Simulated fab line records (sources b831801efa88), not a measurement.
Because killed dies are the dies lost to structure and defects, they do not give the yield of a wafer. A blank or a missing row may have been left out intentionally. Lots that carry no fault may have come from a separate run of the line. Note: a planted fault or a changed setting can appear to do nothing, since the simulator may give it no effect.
fab line records || flow gf180mcu
record: {"lots": 5, "wafers": 15, "last-day": 33}
route steps=602 shown MVSD@70 MVPSD@78
lots that met no fault: from a run of the same line without faults
start-h: hours from the record's first day to the start of the lot's first wafer shown || wait-h: hours since the lot's step before || " same as the row above || L1.1+2: one row covering several wafers at once || - no value, or no start was given || * or withheld: withheld || < > ~ a bound
route shown NAME@n: NAME is a module with steps in the file, n the number in the route of the first one || usual: mean/standard deviation of fault-free wafers || same: alike in all rows || chamber/n: place in a boat || sites: per-site readings || _std_site: their standard deviation || _edge_site: mean of outer sites minus mean of inner sites || radius-mm: how far each site lies from the wafer's centre || mask NAME#n: copy n || behind: the most recent tool/chamber to have shaped the wafer || hold: why the lot was held/for how many hours/how that ended || device: transistor that didn't switch, given as n, p or np || end of line: the route-end tests of the same wafers || a step without rows: its recipe alone || killed: count of dies lost to structure and defects at first sort (not the wafer's yield) || map: a wafer's dies, x killed, . not, _ none there
set.NAME: the setting as run; set.NAME@STEP: as run at that earlier step || model.NAME: the simulator's own value behind a step, which no gauge read
lots at selected steps of the route; one table per step, one row per wafer
services: a tool's chamber out of use, with start hour (start-h, from the record's first day; less than 0 if before it), hours out, and reason
== steps ==
step: GF_MVSD_EXPOSE_04
recipe: {"mask-id": "MVSD", "target-cd-nm": 1000, "na": 0.6, "source-shape": "conventional", "sigma-outer": 0.6, "dose-mj": 260}
step: GF_MVSD_PEB_05
recipe: {"temp-c": 115, "time-s": "withheld"}
step: GF_MVSD_DEVELOP_06
recipe: {"wall-angle-deg": 90, "develop-time-s": 60, "dev-temp-c": 23}
step: GF_MVSD_OVL_MEAS_07
usual: {"MVSD_OVL": "0.8/2"}
{"lot.wafer": "L295.2", "tool": "overlay-01", "chamber": "-", "start-h": 99.25, "wait-h": "-", "MVSD_OVL[nm]": 5.1}
{"lot.wafer": "L295.3", "tool": "overlay-01", "chamber": "-", "start-h": 99.25, "wait-h": "-", "MVSD_OVL[nm]": 4.6}
{"lot.wafer": "L295.4", "tool": "overlay-01", "chamber": "-", "start-h": 99.25, "wait-h": "-", "MVSD_OVL[nm]": 4.1}
{"lot.wafer": "L297.1", "tool": "overlay-02", "chamber": "-", "start-h": 110.90, "wait-h": "-", "MVSD_OVL[nm]": 2.7}
{"lot.wafer": "L297.3", "tool": "overlay-02", "chamber": "-", "start-h": 110.90, "wait-h": "-", "MVSD_OVL[nm]": 4.0}
{"lot.wafer": "L297.6", "tool": "overlay-02", "chamber": "-", "start-h": 110.90, "wait-h": "-", "MVSD_OVL[nm]": 2.1}
{"lot.wafer": "L306.3", "tool": "overlay-02", "chamber": "-", "start-h": 163.58, "wait-h": "-", "MVSD_OVL[nm]": -1.5}
{"lot.wafer": "L306.4", "tool": "overlay-02", "chamber": "-", "start-h": 163.58, "wait-h": "-", "MVSD_OVL[nm]": -1.0}
{"lot.wafer": "L306.5", "tool": "overlay-02", "chamber": "-", "start-h": 163.58, "wait-h": "-", "MVSD_OVL[nm]": 0.7}
{"lot.wafer": "L308.2", "tool": "overlay-01", "chamber": "-", "start-h": 175.95, "wait-h": "-", "MVSD_OVL[nm]": 1.2}
{"lot.wafer": "L308.3", "tool": "overlay-01", "chamber": "-", "start-h": 175.95, "wait-h": "-", "MVSD_OVL[nm]": 2.8}
{"lot.wafer": "L308.5", "tool": "overlay-01", "chamber": "-", "start-h": 175.95, "wait-h": "-", "MVSD_OVL[nm]": 2.9}
{"lot.wafer": "L312.3", "tool": "overlay-01", "chamber": "-", "start-h": 198.48, "wait-h": "-", "MVSD_OVL[nm]": -1.1}
{"lot.wafer": "L312.4", "tool": "overlay-01", "chamber": "-", "start-h": 198.48, "wait-h": "-", "MVSD_OVL[nm]": -2.1}
{"lot.wafer": "L312.5", "tool": "overlay-01", "chamber": "-", "start-h": 198.48, "wait-h": "-", "MVSD_OVL[nm]": -1.7}
step: GF_MVSD_IMPLANT_08
recipe: {"species": "P", "energy-kev": 400, "dose-cm2": 1.6e+13, "tilt-deg": 0}
step: GF_MVSD_IMPLANT_09
recipe: {"species": "P", "energy-kev": 100, "dose-cm2": 5e+12, "tilt-deg": 0}
step: GF_MVSD_STRIP_10
recipe: {"chemistry": "O2/N2", "power-w": 1400, "pressure-mtorr": 1500, "platen-temp-c": 250, "o2-flow-sccm": 3000, "n2-flow-sccm": 300, "overash-fraction": 0.5}
usual: {"drypump-motor-current-A": "5.8/0.4", "heater-power-w": "338/25", "n2-flow-sccm": "299.9/0.78", "oes-product-au": "0.722/0.0045", "strip-time-to-endpoint-s": "36.93/0.088"}
{"lot.wafer": "L295.2", "tool": "plasma-asher-02", "chamber": 1, "start-h": 99.58, "wait-h": 0.1, "drypump-motor-current-A": 6.2, "heater-power-w": 327, "n2-flow-sccm": 300.9, "oes-product-au": 0.718, "rf-hours-counter-h": 44, "strip-time-to-endpoint-s": 36.92}
{"lot.wafer": "L295.3", "tool": "plasma-asher-02", "chamber": 1, "start-h": 99.58, "wait-h": 0.1, "drypump-motor-current-A": 6.2, "heater-power-w": 335, "n2-flow-sccm": 301.6, "oes-product-au": 0.720, "rf-hours-counter-h": "-", "strip-time-to-endpoint-s": 36.98}
{"lot.wafer": "L295.4", "tool": "plasma-asher-02", "chamber": 0, "start-h": 99.58, "wait-h": 0.1, "drypump-motor-current-A": 5.8, "heater-power-w": 386, "n2-flow-sccm": 299.6, "oes-product-au": 0.725, "rf-hours-counter-h": "-", "strip-time-to-endpoint-s": 37.00}
{"lot.wafer": "L297.1", "tool": "plasma-asher-04", "chamber": 1, "start-h": 111.23, "wait-h": 0.1, "drypump-motor-current-A": 6.0, "heater-power-w": 308, "n2-flow-sccm": 300.1, "oes-product-au": 0.722, "rf-hours-counter-h": 45, "strip-time-to-endpoint-s": 36.96}
{"lot.wafer": "L297.3", "tool": "plasma-asher-04", "chamber": 0, "start-h": 111.23, "wait-h": 0.1, "drypump-motor-current-A": 5.2, "heater-power-w": 346, "n2-flow-sccm": 299.7, "oes-product-au": 0.725, "rf-hours-counter-h": "-", "strip-time-to-endpoint-s": 36.87}
{"lot.wafer": "L297.6", "tool": "plasma-asher-04", "chamber": 0, "start-h": 111.23, "wait-h": 0.1, "drypump-motor-current-A": 5.2, "heater-power-w": 353, "n2-flow-sccm": 300.2, "oes-product-au": 0.716, "rf-hours-counter-h": "-", "strip-time-to-endpoint-s": 36.84}
{"lot.wafer": "L306.3", "tool": "plasma-asher-04", "chamber": 1, "start-h": 163.94, "wait-h": 0.1, "drypump-motor-current-A": 6.1, "heater-power-w": 309, "n2-flow-sccm": 300.1, "oes-product-au": 0.726, "rf-hours-counter-h": "-", "strip-time-to-endpoint-s": 36.94}
{"lot.wafer": "L306.4", "tool": "plasma-asher-04", "chamber": 0, "start-h": 163.94, "wait-h": 0.1, "drypump-motor-current-A": 5.2, "heater-power-w": 346, "n2-flow-sccm": 298.7, "oes-product-au": 0.723, "rf-hours-counter-h": "-", "strip-time-to-endpoint-s": 36.98}
{"lot.wafer": "L306.5", "tool": "plasma-asher-04", "chamber": 1, "start-h": 163.94, "wait-h": 0.1, "drypump-motor-current-A": 6.1, "heater-power-w": 305, "n2-flow-sccm": 299.1, "oes-product-au": 0.722, "rf-hours-counter-h": "-", "strip-time-to-endpoint-s": 37.02}
{"lot.wafer": "L308.2", "tool": "plasma-asher-02", "chamber": 1, "start-h": 176.28, "wait-h": 0.1, "drypump-motor-current-A": 6.2, "heater-power-w": 328, "n2-flow-sccm": 299.3, "oes-product-au": 0.726, "rf-hours-counter-h": 51, "strip-time-to-endpoint-s": 37.15}
{"lot.wafer": "L308.3", "tool": "plasma-asher-02", "chamber": 1, "start-h": 176.28, "wait-h": 0.1, "drypump-motor-current-A": 6.2, "heater-power-w": 320, "n2-flow-sccm": 298.6, "oes-product-au": 0.720, "rf-hours-counter-h": "-", "strip-time-to-endpoint-s": 37.09}
{"lot.wafer": "L308.5", "tool": "plasma-asher-02", "chamber": 1, "start-h": 176.28, "wait-h": 0.1, "drypump-motor-current-A": 6.2, "heater-power-w": 332, "n2-flow-sccm": 300.8, "oes-product-au": 0.724, "rf-hours-counter-h": "-", "strip-time-to-endpoint-s": 37.03}
{"lot.wafer": "L312.3", "tool": "plasma-asher-02", "chamber": 0, "start-h": 198.84, "wait-h": 0.1, "drypump-motor-current-A": 5.8, "heater-power-w": 381, "n2-flow-sccm": 299.2, "oes-product-au": 0.725, "rf-hours-counter-h": "-", "strip-time-to-endpoint-s": 37.01}
{"lot.wafer": "L312.4", "tool": "plasma-asher-02", "chamber": 1, "start-h": 198.84, "wait-h": 0.1, "drypump-motor-current-A": 6.2, "heater-power-w": 334, "n2-flow-sccm": 300.0, "oes-product-au": 0.721, "rf-hours-counter-h": "-", "strip-time-to-endpoint-s": 36.93}
{"lot.wafer": "L312.5", "tool": "plasma-asher-02", "chamber": 0, "start-h": 198.84, "wait-h": 0.1, "drypump-motor-current-A": 5.8, "heater-power-w": 379, "n2-flow-sccm": 299.9, "oes-product-au": 0.723, "rf-hours-counter-h": "-", "strip-time-to-endpoint-s": 36.88}
step: GF_MVSD_TW_MEAS_11
usual: {"MVSD_TW": "1587/20"}
{"lot.wafer": "L295.2", "tool": "film-metro-03", "chamber": "-", "start-h": 99.69, "wait-h": 0.1, "MVSD_TW": 1559}
{"lot.wafer": "L295.3", "tool": "film-metro-03", "chamber": "-", "start-h": 99.69, "wait-h": 0.1, "MVSD_TW": 1562}
{"lot.wafer": "L295.4", "tool": "film-metro-03", "chamber": "-", "start-h": 99.69, "wait-h": 0.1, "MVSD_TW": 1556}
{"lot.wafer": "L297.1", "tool": "film-metro-01", "chamber": "-", "start-h": 111.33, "wait-h": 0.1, "MVSD_TW": 1602}
{"lot.wafer": "L297.3", "tool": "film-metro-01", "chamber": "-", "start-h": 111.33, "wait-h": 0.1, "MVSD_TW": 1613}
{"lot.wafer": "L297.6", "tool": "film-metro-01", "chamber": "-", "start-h": 111.33, "wait-h": 0.1, "MVSD_TW": 1614}
{"lot.wafer": "L306.3", "tool": "film-metro-01", "chamber": "-", "start-h": 164.02, "wait-h": 0.1, "MVSD_TW": 1611}
{"lot.wafer": "L306.4", "tool": "film-metro-01", "chamber": "-", "start-h": 164.02, "wait-h": 0.1, "MVSD_TW": 1600}
{"lot.wafer": "L306.5", "tool": "film-metro-01", "chamber": "-", "start-h": 164.02, "wait-h": 0.1, "MVSD_TW": 1600}
{"lot.wafer": "L308.2", "tool": "film-metro-03", "chamber": "-", "start-h": 176.39, "wait-h": 0.1, "MVSD_TW": 1582}
{"lot.wafer": "L308.3", "tool": "film-metro-03", "chamber": "-", "start-h": 176.39, "wait-h": 0.1, "MVSD_TW": 1569}
{"lot.wafer": "L308.5", "tool": "film-metro-03", "chamber": "-", "start-h": 176.39, "wait-h": 0.1, "MVSD_TW": 1574}
{"lot.wafer": "L312.3", "tool": "film-metro-04", "chamber": "-", "start-h": 198.92, "wait-h": 0.1, "MVSD_TW": 1587}
{"lot.wafer": "L312.4", "tool": "film-metro-04", "chamber": "-", "start-h": 198.92, "wait-h": 0.1, "MVSD_TW": 1580}
{"lot.wafer": "L312.5", "tool": "film-metro-04", "chamber": "-", "start-h": 198.92, "wait-h": 0.1, "MVSD_TW": 1581}
step: GF_MVPSD_DEHYDRATE_00
recipe: {"temp-c": 200, "time-s": 60}
step: GF_MVPSD_HMDS_01
recipe: {"prime-time-s": 60, "prime-temp-c": 120}
step: GF_MVPSD_COAT_02
recipe: {"spin-rpm": 2000, "resist-thk-nm": 3000}
step: GF_MVPSD_SOFTBAKE_03
recipe: {"temp-c": 110, "time-s": "withheld"}
step: GF_MVPSD_EXPOSE_04
recipe: {"mask-id": "MVPSD", "target-cd-nm": 1000, "na": 0.6, "source-shape": "conventional", "sigma-outer": 0.6, "dose-mj": 260}
usual: {"reticle-temp-C": "22.99/0.11"}
{"lot.wafer": "L295.2", "tool": "iline-stepper-02", "chamber": 0, "start-h": 106.74, "wait-h": "-", "mask": "MVPSD#0", "reticle-temp-C": 22.93}
{"lot.wafer": "L295.3", "tool": "iline-stepper-02", "chamber": 0, "start-h": 106.74, "wait-h": "-", "mask": "MVPSD#0", "reticle-temp-C": 22.97}
{"lot.wafer": "L295.4", "tool": "iline-stepper-02", "chamber": 0, "start-h": 106.74, "wait-h": "-", "mask": "MVPSD#0", "reticle-temp-C": 22.97}
{"lot.wafer": "L297.1", "tool": "iline-stepper-01", "chamber": 0, "start-h": 118.20, "wait-h": "-", "mask": "MVPSD#0", "reticle-temp-C": 23.05}
{"lot.wafer": "L297.3", "tool": "iline-stepper-01", "chamber": 0, "start-h": 118.20, "wait-h": "-", "mask": "MVPSD#0", "reticle-temp-C": 23.04}
{"lot.wafer": "L297.6", "tool": "iline-stepper-01", "chamber": 0, "start-h": 118.20, "wait-h": "-", "mask": "MVPSD#0", "reticle-temp-C": 23.17}
{"lot.wafer": "L306.3", "tool": "iline-stepper-02", "chamber": 0, "start-h": 172.09, "wait-h": "-", "mask": "MVPSD_R1#0", "reticle-temp-C": 23.04}
{"lot.wafer": "L306.4", "tool": "iline-stepper-02", "chamber": 0, "start-h": 172.09, "wait-h": "-", "mask": "MVPSD_R1#0", "reticle-temp-C": 23.04}
{"lot.wafer": "L306.5", "tool": "iline-stepper-02", "chamber": 0, "start-h": 172.09, "wait-h": "-", "mask": "MVPSD_R1#0", "reticle-temp-C": 23.05}
{"lot.wafer": "L308.2", "tool": "iline-stepper-01", "chamber": 0, "start-h": 184.57, "wait-h": "-", "mask": "MVPSD#0", "reticle-temp-C": 23.03}
{"lot.wafer": "L308.3", "tool": "iline-stepper-01", "chamber": 0, "start-h": 184.57, "wait-h": "-", "mask": "MVPSD#0", "reticle-temp-C": 23.01}
{"lot.wafer": "L308.5", "tool": "iline-stepper-01", "chamber": 0, "start-h": 184.57, "wait-h": "-", "mask": "MVPSD#0", "reticle-temp-C": 22.86}
{"lot.wafer": "L312.3", "tool": "iline-stepper-01", "chamber": 0, "start-h": 207.51, "wait-h": "-", "mask": "MVPSD#0", "reticle-temp-C": 23.09}
{"lot.wafer": "L312.4", "tool": "iline-stepper-01", "chamber": 0, "start-h": 207.51, "wait-h": "-", "mask": "MVPSD#0", "reticle-temp-C": 23.05}
{"lot.wafer": "L312.5", "tool": "iline-stepper-01", "chamber": 0, "start-h": 207.51, "wait-h": "-", "mask": "MVPSD#0", "reticle-temp-C": 23.12}
step: GF_MVPSD_PEB_05
recipe: {"temp-c": 115, "time-s": "withheld"}
== services ==
{"tool": "iline-stepper-02", "chamber": "-", "start-h": 76.05, "hours": 5.6, "kind": "repair"}
{"tool": "plasma-asher-02", "chamber": "-", "start-h": 97.04, "hours": 2.4, "kind": "repair"}
{"tool": "plasma-asher-02", "chamber": "-", "start-h": 108.58, "hours": 4.0, "kind": "pm"}
{"tool": "plasma-asher-04", "chamber": "-", "start-h": 139.58, "hours": 0.6, "kind": "repair"}
{"tool": "plasma-asher-02", "chamber": "-", "start-h": 162.56, "hours": 3.5, "kind": "repair"}
{"tool": "plasma-asher-04", "chamber": "-", "start-h": 164.45, "hours": 2.8, "kind": "pm"}
{"tool": "plasma-asher-02", "chamber": "-", "start-h": 184.19, "hours": 0.7, "kind": "repair"}
{"tool": "iline-stepper-02", "chamber": 0, "start-h": 187.85, "hours": "-", "kind": "calibration"}
{"tool": "iline-stepper-02", "chamber": "-", "start-h": 201.03, "hours": 12.6, "kind": "repair"}
== key ==
first-sign: {"step": "GF_MVPSD_EXPOSE_04", "reading": "mask", "direction": "changed"}
effect none on later readings
met-at GF_MVPSD_EXPOSE_04
struck-wafers L306.3,L306.4,L306.5
sort-left-out L306.3,L306.4,L306.5
tester-left-out L306
onset-between 106.74 172.09
fault: {"kind": "wrong-mask", "tool": "any", "chamber": "-", "onset-h": 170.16, "steps": "GF_MVPSD_EXPOSE_04", "aux-copy": "MVPSD_R1#0", "cd-offset-nm": -200, "scope": "struck-lots-only"}
tester-left-out: of these lots the tester's yield and bins aren't shown, on N5 and GAA mostly nor the transistor test; their killed dies are dies lost to structure and defects alone, not to doping, threshold or leakage, so they don't give the yield
sort-left-out: the simulated sort isn't trusted on such a fault, so these wafers' sort isn't shown, and their yield isn't known
